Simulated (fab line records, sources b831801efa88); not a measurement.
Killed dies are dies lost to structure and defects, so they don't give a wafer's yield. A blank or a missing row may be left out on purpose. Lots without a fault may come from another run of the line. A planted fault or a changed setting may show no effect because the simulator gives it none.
Chamber matching | flow sky130 | SKY_CAPM_CVD_00 on pecvd-02: 3 sister chambers
The step deposits SiO2, target thk 15.5 nm. 6 wafers are shown with their chamber, then 10 later ones without.

WAFERS WITH THEIR CHAMBER
wafer  | chamber | heater_power_w (W)
L086.3 | 0       | 626
L092.2 | 1       | 622
L092.4 | 1       | 645
L092.5 | 2       | 782
L091.2 | 0       | 606
L091.4 | 2       | 789

WAFERS WITHOUT THEIR CHAMBER
wafer  | heater_power_w (W)
L091.5 | 621
L096.1 | 774
L096.2 | 683
L096.5 | 679
L097.1 | 733
L097.2 | 695
L097.3 | 730
L097.4 | 742
L097.5 | 739
L097.6 | 705

WHICH CHAMBER EACH WENT THROUGH
wafer  | from the rows above          | in truth
L091.5 | can't be placed: 0 or 1      | 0
L096.1 | 2                            | 2
L096.2 | can't be placed: 1 or 0      | 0
L096.5 | can't be placed: 1 or 0      | 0
L097.1 | 2                            | 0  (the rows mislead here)
L097.2 | can't be placed: 1 or 0      | 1
L097.3 | 2                            | 2
L097.4 | 2                            | 2
L097.5 | 2                            | 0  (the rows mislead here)
L097.6 | can't be placed: 1 or 2 or 0 | 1
Placed correctly: 3 of 10. Can't be placed from these rows: 5 (the true chamber is among the candidates in 5). Placed wrongly: 2.
How it was worked out, from the rows above alone: a wafer's distance from a chamber is the root of the sum, over the readings, of the square of ((its reading less the chamber's mean) divided by the reading's scatter). The wafer belongs to the nearest chamber; if the next one is less than 2 further off, it can't be placed. A chamber's mean is the mean of its shown wafers. The scatter: the root of (the sum of the squares of (reading less its chamber's mean) over the shown wafers, divided by (wafers less chambers)).
